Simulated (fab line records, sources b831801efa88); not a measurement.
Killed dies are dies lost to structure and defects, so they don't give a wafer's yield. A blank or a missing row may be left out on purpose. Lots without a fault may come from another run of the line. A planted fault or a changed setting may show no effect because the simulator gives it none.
One fault seen from 2 desks | flow sky130 | each desk has only its own numbers; what lay behind them comes last

THE TOOL OWNER'S DESK: furnace-02
The tool's own readings at SKY_GATE_OXIDE_OXIDATION_16 (stabilise 600 s, purge 300 s, target thk 3.57 nm): means of the sampled wafers that have a number, for each lot that ran on this tool. A lot is out of limits, marked OUT, if its mean lies more than 4 standard deviations from the usual mean; the brackets give that distance.
Columns: A = spike_tc_bottom_C at SKY_GATE_OXIDE_OXIDATION_16, usual 820 C; B = spike_tc_centre_C at SKY_GATE_OXIDE_OXIDATION_16, usual 801.2 C; C = spike_tc_top_C at SKY_GATE_OXIDE_OXIDATION_16, usual 809.3 C; D = zone_power_lower_pct at SKY_GATE_OXIDE_OXIDATION_16, usual 14.57 %
lot  | first seen here | A   | B     | C     | D
L687 | day 14 12:50    | 823 | 801.2 | 806.3 | 14.41
L696 | day 17 02:36    | 822 | 801.0 | 807.6 | 14.56
L704 | day 20 03:31    | 822 | 800.6 | 807.7 | 14.52
L705 | day 20 10:35    | 822 | 800.8 | 807.8 | 14.55
This desk's finding: nothing out of limits on any of the 4 lots.

THE METROLOGY DESK
What the gauges read, lot by lot, whatever tool the lot ran on: means of the sampled wafers that have a number. A lot is out of limits, marked OUT, if its mean lies more than 4 standard deviations from the usual mean; the brackets give that distance.
Columns: A = GATE_OXIDE_OVL at SKY_GATE_OXIDE_OVL_MEAS_10, usual 0.2 nm; B = GATE_OXIDE_TW at SKY_GATE_OXIDE_TW_MEAS_14, usual 225.8
lot  | first seen here | A    | B
L687 | day 14 12:20    | -0.3 | 225.9
L690 | day 15 08:44    | -0.3 | 227.5
L696 | day 17 00:41    | -1.6 | 226.8
L703 | day 19 20:50    | -1.0 | 227.5
L704 | day 20 02:44    | 0.9  | 224.6
L705 | day 20 10:05    | 1.3  | 221.7
This desk's finding: nothing out of limits on any of the 6 lots.

PUT TOGETHER
The tool owner's desk saw nothing out of limits.
The metrology desk saw nothing out of limits.

WHAT THE SIMULATOR HAD PUT IN
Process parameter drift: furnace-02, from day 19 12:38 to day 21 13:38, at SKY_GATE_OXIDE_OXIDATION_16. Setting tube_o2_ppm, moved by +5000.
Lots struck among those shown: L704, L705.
